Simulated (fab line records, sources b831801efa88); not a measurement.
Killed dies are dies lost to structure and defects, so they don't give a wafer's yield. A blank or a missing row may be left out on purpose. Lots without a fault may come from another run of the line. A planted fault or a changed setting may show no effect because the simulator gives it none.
Which tool did it? | flow gf180mcu | 24 lots, 72 wafers sampled, at 5 steps of a route of 602

WHAT THE GAUGES READ, wafer by wafer
GF_M4_OVL_MEAS_15. Usual: M4_OVL -3 nm, standard deviation 5.1.
lot  | measured     | on         | M4_OVL (nm) | flag
L074 | day 25 13:08 | overlay-01 | -5 -7 -7    |
L075 | day 26 00:37 | overlay-01 | -9 -12 -2   |
L076 | day 26 06:55 | overlay-02 | -9 4 -2     |
L077 | day 26 15:16 | overlay-01 | 0 0 -7      |
L078 | day 26 20:02 | overlay-01 | -1 -4 -6    |
L079 | day 27 07:05 | overlay-01 | -9 -2 5     |
L080 | day 27 11:05 | overlay-01 | -6 -5 -8    |
L081 | day 27 17:37 | overlay-02 | -2 -11 -6   |
L082 | day 28 07:37 | overlay-01 | 0 -5 -5     |
L083 | day 28 11:26 | overlay-02 | -6 5 2      |
L084 | day 28 19:46 | overlay-02 | -11 -13 -11 |
L085 | day 29 03:16 | overlay-01 | 4 0 7       |
L086 | day 29 06:22 | overlay-01 | -2 -3 7     |
L087 | day 29 13:14 | overlay-01 | -5 2 2      |
L088 | day 29 23:17 | overlay-01 | -9 -2 -4    |
L089 | day 30 02:16 | overlay-01 | -1 -6 -2    |
L090 | day 30 08:27 | overlay-01 | 2 -3 -6     |
L091 | day 30 17:59 | overlay-01 | -4 -5 -1    |
L092 | day 30 20:39 | overlay-01 | -3 -3 -8    |
L093 | day 31 03:19 | overlay-01 | -5 -7 1     |
L094 | day 31 06:53 | overlay-02 | 0 -4 6      |
L095 | day 31 14:53 | overlay-01 | -1 -2 -2    |
L096 | day 31 23:08 | overlay-01 | 7 -2 -2     |
L097 | day 32 02:32 | overlay-02 | -5 -4 -4    |

GF_PASSIVATION_THK_MEAS_03. Usual: PASSIVATION_CVD_02_THK 699 nm, standard deviation 8.4.
lot  | measured     | on            | PASSIVATION_CVD_02_THK (nm) | flag
L074 | day 30 07:19 | film_metro-02 | 702 714 703                 |
L075 | day 30 19:10 | film_metro-04 | 691 707 703                 |
L076 | day 30 23:11 | film_metro-04 | 690 702 699                 |
L077 | day 31 07:25 | film_metro-02 | 694 698 706                 |
L078 | day 31 10:22 | film_metro-02 | 687 707 708                 |
L079 | day 31 20:20 | film_metro-02 | 690 687 697                 |
L080 | day 32 00:31 | film_metro-04 | 688 692 704                 |
L081 | day 32 07:15 | film_metro-04 | 684 690 698                 |
L082 | day 32 17:25 | film_metro-04 | 686 699 696                 |
L083 | day 32 22:00 | film_metro-02 | 689 698 707                 |
L084 | day 33 04:40 | film_metro-02 | 684 701 695                 |
L085 | day 33 11:15 | film_metro-04 | 685 699 704                 |
L086 | day 33 13:08 | film_metro-02 | 692 702 687                 |
L087 | day 33 19:26 | film_metro-03 | 688 704 712                 |
L088 | day 34 03:58 | film_metro-02 | 694 684 698                 |
L089 | day 34 07:16 | film_metro-03 | 694 717 711                 |
L090 | day 34 11:29 | film_metro-04 | 699 703 706                 |
L091 | day 34 18:58 | film_metro-04 | 695 697 709                 |
L092 | day 34 21:02 | film_metro-04 | 701 705 708                 |
L093 | day 35 03:52 | film_metro-02 | 696 707 713                 |
L094 | day 35 06:26 | film_metro-03 | 702 694 706                 |
L095 | day 35 13:25 | film_metro-03 | 695 698 712                 |
L096 | day 35 19:08 | film_metro-04 | 697 719 702                 |
L097 | day 35 22:29 | film_metro-02 | 706 708 702                 |

WHICH TOOL RAN EACH LOT (tool, then ch and the chambers of the sampled wafers, then the start)
lot  | GF_M3_SPUTTER_04             | GF_V4_SPUTTER_21             | GF_PASSIVATION_CVD_00
L074 | pvd_sputter-04, day 22 10:01 | pvd_sputter-02, day 26 13:29 | pecvd-02 ch 0,2, day 30 06:53
L075 | pvd_sputter-04, day 22 23:55 | pvd_sputter-01, day 27 00:53 | pecvd-04 ch 0,1, day 30 18:43
L076 | pvd_sputter-03, day 23 07:01 | pvd_sputter-01, day 27 07:13 | pecvd-04 ch 0,2, day 30 22:46
L077 | pvd_sputter-03, day 23 15:52 | pvd_sputter-02, day 27 15:31 | pecvd-02 ch 0,1,2, day 31 06:59
L078 | pvd_sputter-03, day 23 19:31 | pvd_sputter-03, day 27 19:56 | pecvd-02 ch 0,2, day 31 09:56
L079 | pvd_sputter-03, day 24 07:58 | pvd_sputter-01, day 28 06:38 | pecvd-02 ch 0,1,2, day 31 19:54
L080 | pvd_sputter-03, day 24 12:57 | pvd_sputter-03, day 28 10:32 | pecvd-02 ch 0,2, day 32 00:05
L081 | pvd_sputter-01, day 24 19:14 | pvd_sputter-01, day 28 17:35 | pecvd-03 ch 0,2, day 32 06:50
L082 | pvd_sputter-01, day 25 10:13 | pvd_sputter-03, day 29 06:02 | pecvd-04 ch 1,2, day 32 16:59
L083 | pvd_sputter-04, day 25 15:01 | pvd_sputter-01, day 29 10:13 | pecvd-04 ch 1,2, day 32 21:35
L084 | pvd_sputter-04, day 26 00:37 | pvd_sputter-01, day 29 18:38 | pecvd-02 ch 0,2, day 33 04:14
L085 | pvd_sputter-04, day 26 06:58 | pvd_sputter-03, day 30 02:26 | pecvd-04 ch 0,1,2, day 33 10:50
L086 | pvd_sputter-04, day 26 11:52 | pvd_sputter-01, day 30 04:53 | pecvd-03 ch 0,1,2, day 33 12:43
L087 | pvd_sputter-04, day 26 18:10 | pvd_sputter-03, day 30 10:58 | pecvd-04 ch 0,2, day 33 19:00
L088 | pvd_sputter-04, day 27 04:17 | pvd_sputter-02, day 30 21:26 | pecvd-03 ch 0,2, day 34 03:32
L089 | pvd_sputter-03, day 27 10:16 | pvd_sputter-01, day 31 00:17 | pecvd-04 ch 1,2, day 34 06:50
L090 | pvd_sputter-03, day 27 15:23 | pvd_sputter-02, day 31 06:17 | pecvd-02 ch 1,2, day 34 11:02
L091 | pvd_sputter-01, day 28 02:12 | pvd_sputter-01, day 31 15:02 | pecvd-02 ch 0,1,2, day 34 18:32
L092 | pvd_sputter-04, day 28 04:49 | pvd_sputter-01, day 31 18:02 | pecvd-02 ch 0,1,2, day 34 20:35
L093 | pvd_sputter-04, day 28 10:13 | pvd_sputter-03, day 32 00:28 | pecvd-03 ch 0,1,2, day 35 03:26
L094 | pvd_sputter-04, day 28 15:03 | pvd_sputter-03, day 32 03:59 | pecvd-03 ch 0,1, day 35 06:00
L095 | pvd_sputter-01, day 29 00:08 | pvd_sputter-02, day 32 11:52 | pecvd-03 ch 1,2, day 35 12:59
L096 | pvd_sputter-01, day 29 08:14 | pvd_sputter-01, day 32 19:20 | pecvd-04 ch 1,2, day 35 18:42
L097 | pvd_sputter-03, day 29 13:08 | pvd_sputter-02, day 32 22:50 | pecvd-02 ch 0,1,2, day 35 22:02
- GF_M3_SPUTTER_04: material TiN, target thk 50 nm, time 41.7 s.
- GF_V4_SPUTTER_21: material Ti, target thk 15 nm, time 80.02 s.
- GF_PASSIVATION_CVD_00: deposits SiO2 from TEOS, target thk 1000 nm, time 111.95 s.

WHAT THE TOOLS THEMSELVES READ (means of the sampled wafers that have a number; where no wafer has one, the mark that the record gives instead)
GF_M3_SPUTTER_04. Usual: chamber_pressure_pa 0.4000 Pa, standard deviation 0.00082; throttle_valve_pct 30.0 %, standard deviation 0.78.
lot  | tool           | chamber_pressure_pa (Pa) | throttle_valve_pct (%) | flag
L074 | pvd_sputter-04 | 0.4009                   | 30.3                   |
L075 | pvd_sputter-04 | 0.4000                   | 30.6                   |
L076 | pvd_sputter-03 | 0.4002                   | 29.9                   |
L077 | pvd_sputter-03 | 0.3999                   | 30.1                   |
L078 | pvd_sputter-03 | 0.4003                   | 29.7                   |
L079 | pvd_sputter-03 | 0.3996                   | 30.2                   |
L080 | pvd_sputter-03 | 0.4007                   | 30.2                   |
L081 | pvd_sputter-01 | 0.3998                   | 28.7                   |
L082 | pvd_sputter-01 | 0.4007                   | 28.8                   |
L083 | pvd_sputter-04 | 0.4005                   | 30.4                   |
L084 | pvd_sputter-04 | 0.3999                   | 30.3                   |
L085 | pvd_sputter-04 | 0.4000                   | 30.3                   |
L086 | pvd_sputter-04 | 0.3996                   | 30.2                   |
L087 | pvd_sputter-04 | 0.3999                   | 30.1                   |
L088 | pvd_sputter-04 | 0.3997                   | 30.4                   |
L089 | pvd_sputter-03 | 0.3992                   | 30.6                   |
L090 | pvd_sputter-03 | 0.4000                   | 30.4                   |
L091 | pvd_sputter-01 | 0.4002                   | 29.2                   |
L092 | pvd_sputter-04 | 0.3998                   | 30.6                   |
L093 | pvd_sputter-04 | 0.3995                   | 30.6                   |
L094 | pvd_sputter-04 | 0.3999                   | 30.5                   |
L095 | pvd_sputter-01 | 0.3995                   | 29.5                   |
L096 | pvd_sputter-01 | 0.4007                   | 29.3                   |
L097 | pvd_sputter-03 | 0.3997                   | 30.9                   |

GF_V4_SPUTTER_21. Usual: chamber_pressure_pa 5.001 Pa, standard deviation 0.01; throttle_valve_pct 29.7 %, standard deviation 1.1.
lot  | tool           | chamber_pressure_pa (Pa) | throttle_valve_pct (%) | flag
L074 | pvd_sputter-02 | 5.007                    | 30.1                   |
L075 | pvd_sputter-01 | 5.000                    | 29.0                   |
L076 | pvd_sputter-01 | 5.005                    | 29.3                   |
L077 | pvd_sputter-02 | 4.996                    | 30.1                   |
L078 | pvd_sputter-03 | 4.998                    | 30.1                   |
L079 | pvd_sputter-01 | 5.002                    | 29.3                   |
L080 | pvd_sputter-03 | 4.997                    | 29.7                   |
L081 | pvd_sputter-01 | 4.997                    | 29.6                   |
L082 | pvd_sputter-03 | 5.002                    | 30.2                   |
L083 | pvd_sputter-01 | 5.002                    | 29.0                   |
L084 | pvd_sputter-01 | 4.997                    | 29.4                   |
L085 | pvd_sputter-03 | 5.009                    | 29.8                   |
L086 | pvd_sputter-01 | 4.995                    | 29.1                   |
L087 | pvd_sputter-03 | 5.005                    | 30.5                   |
L088 | pvd_sputter-02 | 5.002                    | 30.8                   |
L089 | pvd_sputter-01 | 4.987                    | 29.0                   |
L090 | pvd_sputter-02 | 4.999                    | 29.6                   |
L091 | pvd_sputter-01 | 5.002                    | 28.9                   |
L092 | pvd_sputter-01 | 4.999                    | 29.7                   |
L093 | pvd_sputter-03 | 5.004                    | 30.1                   |
L094 | pvd_sputter-03 | 5.004                    | 29.6                   |
L095 | pvd_sputter-02 | 5.006                    | 30.3                   |
L096 | pvd_sputter-01 | 4.997                    | 29.8                   |
L097 | pvd_sputter-02 | 5.005                    | 30.3                   |

GF_PASSIVATION_CVD_00. Usual: heater_power_w 640 W, standard deviation 68.
lot  | tool     | heater_power_w (W) | flag
L074 | pecvd-02 | 634                |
L075 | pecvd-04 | 669                |
L076 | pecvd-04 | 665                |
L077 | pecvd-02 | 628                |
L078 | pecvd-02 | 618                |
L079 | pecvd-02 | 622                |
L080 | pecvd-02 | 652                |
L081 | pecvd-03 | 580                |
L082 | pecvd-04 | 682                |
L083 | pecvd-04 | 694                |
L084 | pecvd-02 | 675                |
L085 | pecvd-04 | 720                |
L086 | pecvd-03 | 632                |
L087 | pecvd-04 | 700                |
L088 | pecvd-03 | 587                |
L089 | pecvd-04 | 721                |
L090 | pecvd-02 | 615                |
L091 | pecvd-02 | 604                |
L092 | pecvd-02 | 581                |
L093 | pecvd-03 | 613                |
L094 | pecvd-03 | 693                |
L095 | pecvd-03 | 601                |
L096 | pecvd-04 | 710                |
L097 | pecvd-02 | 667                |

THE ANSWER, worked out from the rows above alone
Rule: a lot is off if the mean of its wafers that have a number lies more than 3 standard deviations from the usual mean. A lot without any number at a reading at which 4 lots or more have one is off too. The other lots that the step has rows for count as sound. The gauges are gone through in route order, then the tools' own readings, and for those a lot's mean is taken as printed above. The first step at which some lot is off is used, and at that step the reading that is off furthest; a lot without a number counts as furthest.
No lot is off at any reading shown: from this, nothing can be told.

WHAT THE SIMULATOR HAD PUT IN
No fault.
